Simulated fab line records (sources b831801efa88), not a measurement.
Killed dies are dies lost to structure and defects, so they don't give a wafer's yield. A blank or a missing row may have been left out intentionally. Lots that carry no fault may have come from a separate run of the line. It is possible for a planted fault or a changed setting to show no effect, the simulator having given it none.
fab line records    flow sky130    part 1 of 2: steps 1 to 22 of 30
record: lots: 5  wafers: 15  last-day: 49
route steps=708 shown PWDE@49 NWELL@56
lots with no fault: from the same line, run without faults
start-h: start of the lot's first displayed wafer, in hours after the record's first day    wait-h: hours since the lot's step before    " unchanged from the row above    L1.1+2: a row that stands for several wafers    - no value, or no start given    * or withheld: withheld    < > ~ a bound
route shown NAME@n: names a module that has steps shown in the file, with the first one's number in the route    usual: the fault-free wafers' mean and standard deviation    same: alike in all rows    chamber/n: place in a boat    sites: readings site by site    _std_site: standard deviation of those values    _edge_site: outer sites' mean less inner sites'    radius-mm: how far each site lies from the wafer's centre    mask NAME#n: copy n    behind: the last tool/chamber to shape the wafer    hold: why the lot was held/for how many hours/how that ended    device: whichever transistor did not switch (one of n, p or np)    end of line: at the end of the route, the tests of the same wafers    where a step has no rows: the recipe by itself    killed: the dies lost at the first sort to structure and to defects; this is not the yield of the wafer    map: a wafer's dies, marking killed ones x, the rest . and places with no die _
set.NAME: the run value of the setting; set.NAME@STEP: its run value at that earlier step    model.NAME: the simulator's own value behind a step, which no gauge read
lots at some steps of the route; a table a step, a row a wafer
services: the hour from which a tool's chamber was out of use, counted from the record's first day as start-h (under 0 if before that day), plus the number of hours and why
== steps ==
step: SKY_PWDE_EXPOSE_04
recipe: mask-id: PWDEM  na: 0.6  source-shape: conventional  sigma-outer: 0.6  polarization: unpolarized  target-cd-nm: 840  dose-mj: 214
usual: reticle-temp-C: 23.00/0.11
lot.wafer  tool              chamber  start-h  wait-h  mask     reticle-temp-C
L074.3     iline-stepper-02  0        -        -       PWDEM#0  22.82
L074.4     "                 0        "        "       PWDEM#0  22.96
L074.5     "                 0        "        "       PWDEM#0  22.81
L082.1     iline-stepper-01  0        -        -       PWDEM#0  22.85
L082.3     "                 0        "        "       PWDEM#0  22.98
L082.4     "                 0        "        "       PWDEM#0  22.73
L086.2     iline-stepper-01  0        -        -       PWDEM#0  23.03
L086.4     "                 0        "        "       PWDEM#0  23.02
L086.5     "                 0        "        "       PWDEM#0  23.03
L093.2     iline-stepper-01  0        -        -       PWDEM#0  22.79
L093.3     "                 0        "        "       PWDEM#0  22.91
L093.5     "                 0        "        "       PWDEM#0  22.98
L094.3     iline-stepper-02  0        -        -       PWDEM#0  23.12
L094.5     "                 0        "        "       PWDEM#0  23.01
L094.6     "                 0        "        "       PWDEM#0  22.97
step: SKY_PWDE_PEB_05
recipe: temp-c: 115  time-s: withheld
usual: resist-line-temp-C: 23.00/0.12
lot.wafer  tool            chamber  start-h  wait-h  resist-line-temp-C
L074.3     litho-track-03  0        -        -       22.81
L074.4     "               0        "        "       22.98
L074.5     "               0        "        "       22.94
L082.1     litho-track-02  0        -        -       23.02
L082.3     "               0        "        "       22.91
L082.4     "               0        "        "       22.79
L086.2     litho-track-03  0        -        -       22.99
L086.4     "               0        "        "       22.96
L086.5     "               0        "        "       22.84
L093.2     litho-track-03  0        -        -       22.89
L093.3     "               0        "        "       22.94
L093.5     "               0        "        "       22.76
L094.3     litho-track-03  0        -        -       22.88
L094.5     "               0        "        "       22.80
L094.6     "               0        "        "       22.90
step: SKY_PWDE_DEVELOP_06
recipe: wall-angle-deg: 90  developer: TMAH  develop-time-s: 60  dev-temp-c: 23
usual: resist-line-temp-C: 23.00/0.11
lot.wafer  tool            chamber  start-h  wait-h  resist-line-temp-C
L074.3     litho-track-03  0        -        -       23.15
L074.4     "               0        "        "       22.95
L074.5     "               0        "        "       23.09
L082.1     litho-track-02  0        -        -       22.97
L082.3     "               0        "        "       23.20
L082.4     "               0        "        "       23.02
L086.2     litho-track-03  0        -        -       23.00
L086.4     "               0        "        "       22.97
L086.5     "               0        "        "       23.02
L093.2     litho-track-03  0        -        -       22.84
L093.3     "               0        "        "       22.94
L093.5     "               0        "        "       22.88
L094.3     litho-track-03  0        -        -       23.17
L094.5     "               0        "        "       22.98
L094.6     "               0        "        "       23.00
step: SKY_PWDE_OVL_MEAS_07
usual: PWDE_OVL: -0.8/1.6
lot.wafer  tool        chamber  start-h  wait-h  PWDE_OVL[nm]
L074.3     overlay-02  -        70.78    -       -1.2
L074.4     "           -        "        "       0.1
L074.5     "           -        "        "       0.2
L082.1     overlay-01  -        114.19   -       -0.9
L082.3     "           -        "        "       0.8
L082.4     "           -        "        "       -1.3
L086.2     overlay-02  -        134.72   -       0.2
L086.4     "           -        "        "       -3.5
L086.5     "           -        "        "       -1.8
L093.2     overlay-01  -        175.62   -       -2.5
L093.3     "           -        "        "       -1.9
L093.5     "           -        "        "       -1.7
L094.3     overlay-02  -        179.18   -       0.8
L094.5     "           -        "        "       3.8
L094.6     "           -        "        "       2.3
step: SKY_PWDE_IMPLANT_08
recipe: species: B  energy-kev: 150  dose-cm2: 3.6e+12  tilt-deg: withheld
usual: beam-energy-keV: 150.00/0.05  dose-ions-cm2: 3.6e+12/3.9e+09  end-station-pressure-torr: 5.02e-06/2.7e-07  faraday-current-uA: 20.3/0.4
lot.wafer  tool          chamber  start-h  wait-h  beam-energy-keV  dose-ions-cm2  end-station-pressure-torr  faraday-current-uA
L074.3     implanter-01  0        70.85    0.1     149.95           3.599e+12      5.3e-06                    20.6
L074.4     "             0        "        "       149.97           3.6e+12        5.01e-06                   20.3
L074.5     "             0        "        "       149.96           3.6e+12        4.72e-06                   20.6
L082.1     implanter-04  0        114.23   0.0     150.07           3.607e+12      4.78e-06                   20.1
L082.3     "             0        "        "       150.02           3.601e+12      4.69e-06                   19.9
L082.4     "             0        "        "       150.05           3.598e+12      5.27e-06                   20.0
L086.2     implanter-01  0        134.77   0.0     150.03           3.603e+12      4.65e-06                   20.3
L086.4     "             0        "        "       150.07           3.597e+12      5.15e-06                   20.5
L086.5     "             0        "        "       149.92           3.606e+12      4.71e-06                   20.5
L093.2     implanter-03  0        175.67   0.0     150.05           3.6e+12        4.81e-06                   20.6
L093.3     "             0        "        "       150.01           3.601e+12      5.16e-06                   20.3
L093.5     "             0        "        "       149.97           3.603e+12      5.02e-06                   20.8
L094.3     implanter-01  0        179.25   0.1     150.08           3.598e+12      4.9e-06                    19.8
L094.5     "             0        "        "       149.93           3.602e+12      5.18e-06                   20.4
L094.6     "             0        "        "       149.98           3.605e+12      5.42e-06                   20.2
step: SKY_PWDE_STRIP_09
recipe: chemistry: O2/N2  power-w: 1400  pressure-mtorr: 1500  platen-temp-c: withheld  o2-flow-sccm: 3000  n2-flow-sccm: 300  overash-fraction: 0.5
usual: drypump-motor-current-A: 5.9/0.37  oes-product-au: 0.722/0.0044  strip-time-to-endpoint-s: 36.91/0.11
lot.wafer  tool             chamber  start-h  wait-h  drypump-motor-current-A  oes-product-au  rf-hours-counter-h  strip-time-to-endpoint-s
L074.3     plasma-asher-04  0        70.98    0.1     5.8                      0.722           -                   36.82
L074.4     "                1        "        "       5.9                      0.720           -                   36.77
L074.5     "                0        "        "       5.8                      0.717           -                   36.80
L082.1     plasma-asher-03  0        114.42   0.2     5.8                      0.731           42                  36.83
L082.3     "                1        "        "       6.0                      0.717           -                   36.73
L082.4     "                0        "        "       5.8                      0.716           -                   36.86
L086.2     plasma-asher-04  0        134.90   0.1     5.8                      0.722           47                  36.85
L086.4     "                0        "        "       5.8                      0.725           -                   36.89
L086.5     "                1        "        "       5.9                      0.715           -                   36.91
L093.2     plasma-asher-02  0        175.80   0.1     6.6                      0.716           3                   36.97
L093.3     "                0        "        "       6.6                      0.719           -                   36.81
L093.5     "                0        "        "       6.6                      0.718           -                   36.84
L094.3     plasma-asher-03  1        179.38   0.1     5.9                      0.719           -                   37.00
L094.5     "                1        "        "       6.0                      0.721           -                   37.03
L094.6     "                0        "        "       5.8                      0.723           -                   36.87
step: SKY_PWDE_TW_MEAS_10
usual: PWDE_TW: 373.4/2.9
lot.wafer  tool           chamber  start-h  wait-h  PWDE_TW
L074.3     film-metro-04  -        71.07    0.1     374.6
L074.4     "              -        "        "       373.2
L074.5     "              -        "        "       376.7
L082.1     film-metro-04  -        114.52   0.1     374.9
L082.3     "              -        "        "       376.0
L082.4     "              -        "        "       372.7
L086.2     film-metro-03  -        135.01   0.1     369.9
L086.4     "              -        "        "       369.0
L086.5     "              -        "        "       370.8
L093.2     film-metro-03  -        175.91   0.1     368.8
L093.3     "              -        "        "       368.7
L093.5     "              -        "        "       369.5
L094.3     film-metro-02  -        179.47   0.1     376.7
L094.5     "              -        "        "       376.7
L094.6     "              -        "        "       377.4
step: SKY_NWELL_DEHYDRATE_03
recipe: temp-c: 200  time-s: 60
usual: resist-line-temp-C: 22.98/0.11
lot.wafer  tool            chamber  start-h  wait-h  resist-line-temp-C
L074.3     litho-track-02  0        78.99    7.9     22.81
L074.4     "               0        "        "       22.92
L074.5     "               0        "        "       22.90
L082.1     litho-track-02  0        121.99   7.5     23.01
L082.3     "               0        "        "       23.07
L082.4     "               0        "        "       23.08
L086.2     litho-track-01  0        143.98   9.0     22.85
L086.4     "               0        "        "       22.99
L086.5     "               0        "        "       23.05
L093.2     litho-track-02  0        185.11   9.2     23.01
L093.3     "               0        "        "       22.89
L093.5     "               0        "        "       23.14
L094.3     litho-track-04  0        189.17   9.7     22.83
L094.5     "               0        "        "       23.01
L094.6     "               0        "        "       22.90
step: SKY_NWELL_HMDS_04
recipe: prime-time-s: 60  prime-temp-c: 120
usual: resist-line-temp-C: 23.00/0.1
lot.wafer  tool            chamber  start-h  wait-h  resist-line-temp-C
L074.3     litho-track-02  0        79.14    0.1     23.10
L074.4     "               0        "        "       23.11
L074.5     "               0        "        "       23.10
L082.1     litho-track-02  0        122.14   0.1     22.96
L082.3     "               0        "        "       23.11
L082.4     "               0        "        "       22.98
L086.2     litho-track-01  0        144.13   0.1     22.94
L086.4     "               0        "        "       22.82
L086.5     "               0        "        "       22.89
L093.2     litho-track-02  0        185.26   0.1     22.75
L093.3     "               0        "        "       22.92
L093.5     "               0        "        "       22.96
L094.3     litho-track-04  0        189.32   0.1     22.98
L094.5     "               0        "        "       23.03
L094.6     "               0        "        "       23.12
step: SKY_NWELL_COAT_05
recipe: spin-rpm: 2000  resist-thk-nm: 3000
usual: resist-line-temp-C: 22.99/0.13
lot.wafer  tool            chamber  start-h  wait-h  resist-line-temp-C
L074.3     litho-track-02  0        79.29    0.1     23.06
L074.4     "               0        "        "       23.01
L074.5     "               0        "        "       22.93
L082.1     litho-track-02  0        122.29   0.1     23.10
L082.3     "               0        "        "       22.92
L082.4     "               0        "        "       22.91
L086.2     litho-track-01  0        144.28   0.1     22.93
L086.4     "               0        "        "       22.86
L086.5     "               0        "        "       23.07
L093.2     litho-track-02  0        185.41   0.1     23.16
L093.3     "               0        "        "       23.10
L093.5     "               0        "        "       23.06
L094.3     litho-track-04  0        189.47   0.1     23.01
L094.5     "               0        "        "       22.90
L094.6     "               0        "        "       22.94
step: SKY_NWELL_SOFTBAKE_06
recipe: temp-c: 110  time-s: withheld
usual: resist-line-temp-C: 23.02/0.086
lot.wafer  tool            chamber  start-h  wait-h  resist-line-temp-C
L074.3     litho-track-02  0        79.46    0.1     23.12
L074.4     "               0        "        "       23.02
L074.5     "               0        "        "       22.97
L082.1     litho-track-02  0        122.44   0.1     23.03
L082.3     "               0        "        "       22.99
L082.4     "               0        "        "       22.90
L086.2     litho-track-01  0        144.44   0.1     23.10
L086.4     "               0        "        "       23.10
L086.5     "               0        "        "       23.04
L093.2     litho-track-02  0        185.57   0.1     22.89
L093.3     "               0        "        "       22.97
L093.5     "               0        "        "       22.97
L094.3     litho-track-04  0        189.64   0.1     23.04
L094.5     "               0        "        "       23.01
L094.6     "               0        "        "       23.07
step: SKY_NWELL_EXPOSE_07
recipe: mask-id: NWM  na: 0.6  source-shape: conventional  sigma-outer: 0.6  polarization: unpolarized  target-cd-nm: 840  dose-mj: 255
usual: reticle-temp-C: 22.98/0.11
lot.wafer  tool              chamber  start-h  wait-h  mask   reticle-temp-C
L074.3     iline-stepper-02  0        -        -       NWM#0  23.03
L074.4     "                 0        "        "       NWM#0  23.17
L074.5     "                 0        "        "       NWM#0  23.09
L082.1     iline-stepper-01  0        -        -       NWM#0  23.14
L082.3     "                 0        "        "       NWM#0  23.19
L082.4     "                 0        "        "       NWM#0  23.10
L086.2     iline-stepper-01  0        -        -       NWM#0  23.01
L086.4     "                 0        "        "       NWM#0  22.99
L086.5     "                 0        "        "       NWM#0  22.94
L093.2     iline-stepper-02  0        -        -       NWM#0  22.91
L093.3     "                 0        "        "       NWM#0  22.86
L093.5     "                 0        "        "       NWM#0  22.78
L094.3     iline-stepper-02  0        -        -       NWM#0  22.77
L094.5     "                 0        "        "       NWM#0  22.74
L094.6     "                 0        "        "       NWM#0  22.90
step: SKY_NWELL_PEB_08
recipe: temp-c: 115  time-s: withheld
usual: resist-line-temp-C: 22.99/0.11
lot.wafer  tool            chamber  start-h  wait-h  resist-line-temp-C
L074.3     litho-track-02  0        -        -       22.87
L074.4     "               0        "        "       22.96
L074.5     "               0        "        "       23.01
L082.1     litho-track-01  0        -        -       23.09
L082.3     "               0        "        "       23.10
L082.4     "               0        "        "       22.87
L086.2     litho-track-04  0        -        -       22.88
L086.4     "               0        "        "       22.93
L086.5     "               0        "        "       22.95
L093.2     litho-track-02  0        -        -       22.91
L093.3     "               0        "        "       23.01
L093.5     "               0        "        "       23.01
L094.3     litho-track-01  0        -        -       22.99
L094.5     "               0        "        "       23.09
L094.6     "               0        "        "       23.13
step: SKY_NWELL_DEVELOP_09
recipe: wall-angle-deg: 90  developer: TMAH  develop-time-s: 60  dev-temp-c: 23
usual: resist-line-temp-C: 22.97/0.11
lot.wafer  tool            chamber  start-h  wait-h  resist-line-temp-C
L074.3     litho-track-02  0        -        -       22.85
L074.4     "               0        "        "       22.95
L074.5     "               0        "        "       23.00
L082.1     litho-track-01  0        -        -       23.08
L082.3     "               0        "        "       23.08
L082.4     "               0        "        "       23.07
L086.2     litho-track-04  0        -        -       22.95
L086.4     "               0        "        "       22.97
L086.5     "               0        "        "       23.02
L093.2     litho-track-02  0        -        -       22.87
L093.3     "               0        "        "       23.04
L093.5     "               0        "        "       23.04
L094.3     litho-track-01  0        -        -       23.02
L094.5     "               0        "        "       22.81
L094.6     "               0        "        "       22.67
step: SKY_NWELL_OVL_MEAS_10
usual: NWELL_00_OVL: -0.8/1.3
lot.wafer  tool        chamber  start-h  wait-h  NWELL_00_OVL[nm]
L074.3     overlay-01  -        87.05    -       -2.3
L074.4     "           -        "        "       0.5
L074.5     "           -        "        "       0.2
L082.1     overlay-01  -        132.31   -       0.2
L082.3     "           -        "        "       -0.9
L082.4     "           -        "        "       1.2
L086.2     overlay-01  -        155.18   -       -2.4
L086.4     "           -        "        "       -1.2
L086.5     "           -        "        "       1.5
L093.2     overlay-01  -        196.19   -       -1.8
L093.3     "           -        "        "       -0.8
L093.5     "           -        "        "       -0.8
L094.3     overlay-01  -        200.17   -       -1.2
L094.5     "           -        "        "       -1.2
L094.6     "           -        "        "       -1.4
step: SKY_NWELL_IMPLANT_11
recipe: species: P  energy-kev: 400  dose-cm2: 1.9e+13  tilt-deg: withheld
usual: beam-energy-keV: 400.04/0.14  dose-ions-cm2: 1.8998e+13/1.8e+10  end-station-pressure-torr: 5.06e-06/2.8e-07  faraday-current-uA: 107.1/2
lot.wafer  tool          chamber  start-h  wait-h  beam-energy-keV  dose-ions-cm2  end-station-pressure-torr  faraday-current-uA
L074.3     implanter-01  0        87.13    0.1     400.02           1.8991e+13     4.83e-06                   105.9
L074.4     "             0        "        "       400.02           1.9015e+13     4.67e-06                   106.9
L074.5     "             0        "        "       400.09           1.9011e+13     4.98e-06                   108.1
L082.1     implanter-01  0        132.34   0.0     400.09           1.8972e+13     5.24e-06                   109.9
L082.3     "             0        "        "       400.00           1.8983e+13     5.34e-06                   108.1
L082.4     "             0        "        "       400.15           1.9033e+13     5.03e-06                   106.5
L086.2     implanter-01  0        155.23   0.0     400.11           1.9009e+13     4.95e-06                   106.8
L086.4     "             0        "        "       400.17           1.9005e+13     5.16e-06                   108.7
L086.5     "             0        "        "       400.07           1.9029e+13     5.45e-06                   107.9
L093.2     implanter-03  0        196.25   0.0     400.12           1.8969e+13     5.07e-06                   108.8
L093.3     "             0        "        "       400.24           1.8977e+13     5.18e-06                   106.7
L093.5     "             0        "        "       400.19           1.8979e+13     5.22e-06                   105.2
L094.3     implanter-03  0        200.24   0.1     399.79           1.8993e+13     4.98e-06                   108.6
L094.5     "             0        "        "       399.76           1.9018e+13     5.02e-06                   101.7
L094.6     "             0        "        "       399.89           1.897e+13      5.11e-06                   105.4
step: SKY_NWELL_IMPLANT_12
recipe: species: P  energy-kev: 120  dose-cm2: 1.3e+12  tilt-deg: withheld
usual: beam-energy-keV: 120.00/0.036  dose-ions-cm2: 1.2998e+12/1.2e+09  end-station-pressure-torr: 4.98e-06/2.7e-07  faraday-current-uA: 7.34/0.14
lot.wafer  tool          chamber  start-h  wait-h  beam-energy-keV  dose-ions-cm2  end-station-pressure-torr  faraday-current-uA
L074.3     implanter-01  0        87.28    0.1     120.07           1.3002e+12     5.07e-06                   7.48
L074.4     "             0        "        "       120.03           1.3018e+12     5.13e-06                   7.21
L074.5     "             0        "        "       120.01           1.3008e+12     4.79e-06                   7.53
L082.1     implanter-01  0        132.49   0.1     119.97           1.3006e+12     4.84e-06                   7.18
L082.3     "             0        "        "       119.99           1.3005e+12     4.72e-06                   7.40
L082.4     "             0        "        "       119.96           1.2986e+12     4.58e-06                   7.33
L086.2     implanter-01  0        155.38   0.1     119.98           1.2991e+12     5.3e-06                    7.59
L086.4     "             0        "        "       120.01           1.2993e+12     5.21e-06                   7.44
L086.5     "             0        "        "       119.99           1.2991e+12     4.8e-06                    7.54
L093.2     implanter-03  0        196.40   0.1     119.99           1.3003e+12     5.2e-06                    7.43
L093.3     "             0        "        "       120.03           1.299e+12      4.74e-06                   7.23
L093.5     "             0        "        "       119.97           1.3018e+12     5.38e-06                   7.29
L094.3     implanter-03  0        200.39   0.1     119.92           1.2993e+12     4.68e-06                   7.32
L094.5     "             0        "        "       119.98           1.2991e+12     5.27e-06                   7.38
L094.6     "             0        "        "       119.95           1.2982e+12     5.56e-06                   7.33
step: SKY_NWELL_IMPLANT_13
recipe: species: P  energy-kev: 50  dose-cm2: 7e+11  tilt-deg: withheld
usual: beam-energy-keV: 50.001/0.014  dose-ions-cm2: 7.001e+11/7.6e+08  end-station-pressure-torr: 5e-06/2.5e-07  faraday-current-uA: 3.94/0.077
lot.wafer  tool          chamber  start-h  wait-h  beam-energy-keV  dose-ions-cm2  end-station-pressure-torr  faraday-current-uA
L074.3     implanter-01  0        87.43    0.1     50.014           7.001e+11      5.07e-06                   3.92
L074.4     "             0        "        "       50.010           6.998e+11      4.75e-06                   3.94
L074.5     "             0        "        "       49.991           6.995e+11      4.93e-06                   4.03
L082.1     implanter-01  0        132.64   0.1     49.997           6.998e+11      4.93e-06                   3.94
L082.3     "             0        "        "       49.986           7.016e+11      5.03e-06                   3.95
L082.4     "             0        "        "       49.985           7.004e+11      5.04e-06                   3.98
L086.2     implanter-01  0        155.53   0.1     49.985           7.009e+11      5.06e-06                   3.86
L086.4     "             0        "        "       50.011           7.005e+11      5.23e-06                   3.90
L086.5     "             0        "        "       49.988           6.998e+11      4.8e-06                    4.10
L093.2     implanter-03  0        196.55   0.1     50.024           7.013e+11      4.54e-06                   3.89
L093.3     "             0        "        "       49.980           6.999e+11      5.2e-06                    4.11
L093.5     "             0        "        "       50.038           6.993e+11      5.04e-06                   4.02
L094.3     implanter-03  0        200.54   0.1     50.012           7e+11          5.02e-06                   4.03
L094.5     "             0        "        "       50.003           7.008e+11      5.22e-06                   3.95
L094.6     "             0        "        "       49.977           7.01e+11       4.44e-06                   3.84
step: SKY_NWELL_STRIP_14
recipe: chemistry: O2/N2  power-w: 1400  pressure-mtorr: 1500  platen-temp-c: withheld  o2-flow-sccm: 3000  n2-flow-sccm: 300  overash-fraction: 0.5
usual: drypump-motor-current-A: 5.67/0.24  oes-product-au: 0.722/0.0044  strip-time-to-endpoint-s: 36.89/0.11
lot.wafer  tool             chamber  start-h  wait-h  drypump-motor-current-A  oes-product-au  rf-hours-counter-h  strip-time-to-endpoint-s
L074.3     plasma-asher-04  1        87.56    0.1     5.84                     0.712           -                   36.91
L074.4     "                0        "        "       5.82                     0.716           -                   37.02
L074.5     "                0        "        "       5.78                     0.726           -                   36.96
L082.1     plasma-asher-04  0        132.79   0.1     5.77                     0.721           46                  36.83
L082.3     "                0        "        "       5.78                     0.731           -                   36.77
L082.4     "                1        "        "       5.88                     0.724           -                   36.78
L086.2     plasma-asher-01  0        155.66   0.1     5.29                     0.722           35                  36.78
L086.4     "                1        "        "       5.76                     0.726           -                   36.67
L086.5     "                1        "        "       5.77                     0.723           -                   36.75
L093.2     plasma-asher-01  1        196.67   0.1     5.75                     0.720           41                  37.05
L093.3     "                1        "        "       5.75                     0.720           -                   37.03
L093.5     "                1        "        "       5.75                     0.724           -                   37.13
L094.3     plasma-asher-01  1        200.67   0.1     5.73                     0.722           -                   36.79
L094.5     "                1        "        "       5.73                     0.720           -                   36.88
L094.6     "                0        "        "       5.26                     0.728           -                   36.75
step: SKY_NWELL_TW_MEAS_15
usual: NWELL_TW: 1815/16
lot.wafer  tool           chamber  start-h  wait-h  NWELL_TW
L074.3     film-metro-04  -        87.65    0.1     1809
L074.4     "              -        "        "       1809
L074.5     "              -        "        "       1813
L082.1     film-metro-04  -        132.89   0.1     1834
L082.3     "              -        "        "       1839
L082.4     "              -        "        "       1850
L086.2     film-metro-02  -        155.77   0.1     1836
L086.4     "              -        "        "       1829
L086.5     "              -        "        "       1833
L093.2     film-metro-03  -        196.78   0.1     1809
L093.3     "              -        "        "       1809
L093.5     "              -        "        "       1816
L094.3     film-metro-04  -        200.76   0.1     1815
L094.5     "              -        "        "       1828
L094.6     "              -        "        "       1821
step: SKY_NWELL_DEHYDRATE_16
recipe: temp-c: 200  time-s: 60
usual: resist-line-temp-C: 22.98/0.12
lot.wafer  tool            chamber  start-h  wait-h  resist-line-temp-C
L074.3     litho-track-01  0        95.56    7.9     22.99
L074.4     "               0        "        "       22.91
L074.5     "               0        "        "       22.76
L082.1     litho-track-02  0        141.49   8.6     23.21
L082.3     "               0        "        "       22.91
L082.4     "               0        "        "       23.23
L086.2     litho-track-02  0        164.56   8.8     23.14
L086.4     "               0        "        "       23.18
L086.5     "               0        "        "       22.97
L093.2     litho-track-04  0        206.89   10.1    23.05
L093.3     "               0        "        "       23.06
L093.5     "               0        "        "       23.07
L094.3     litho-track-01  0        210.61   9.8     23.14
L094.5     "               0        "        "       23.05
L094.6     "               0        "        "       22.94
step: SKY_NWELL_HMDS_17
recipe: prime-time-s: 60  prime-temp-c: 120
usual: resist-line-temp-C: 22.99/0.11
lot.wafer  tool            chamber  start-h  wait-h  resist-line-temp-C
L074.3     litho-track-01  0        95.71    0.1     22.90
L074.4     "               0        "        "       22.94
L074.5     "               0        "        "       22.92
L082.1     litho-track-02  0        141.64   0.1     23.03
L082.3     "               0        "        "       23.01
L082.4     "               0        "        "       23.08
L086.2     litho-track-02  0        164.71   0.1     22.79
L086.4     "               0        "        "       22.89
L086.5     "               0        "        "       22.89
L093.2     litho-track-04  0        207.04   0.1     23.02
L093.3     "               0        "        "       22.84
L093.5     "               0        "        "       22.99
L094.3     litho-track-01  0        210.76   0.1     22.86
L094.5     "               0        "        "       22.92
L094.6     "               0        "        "       22.86
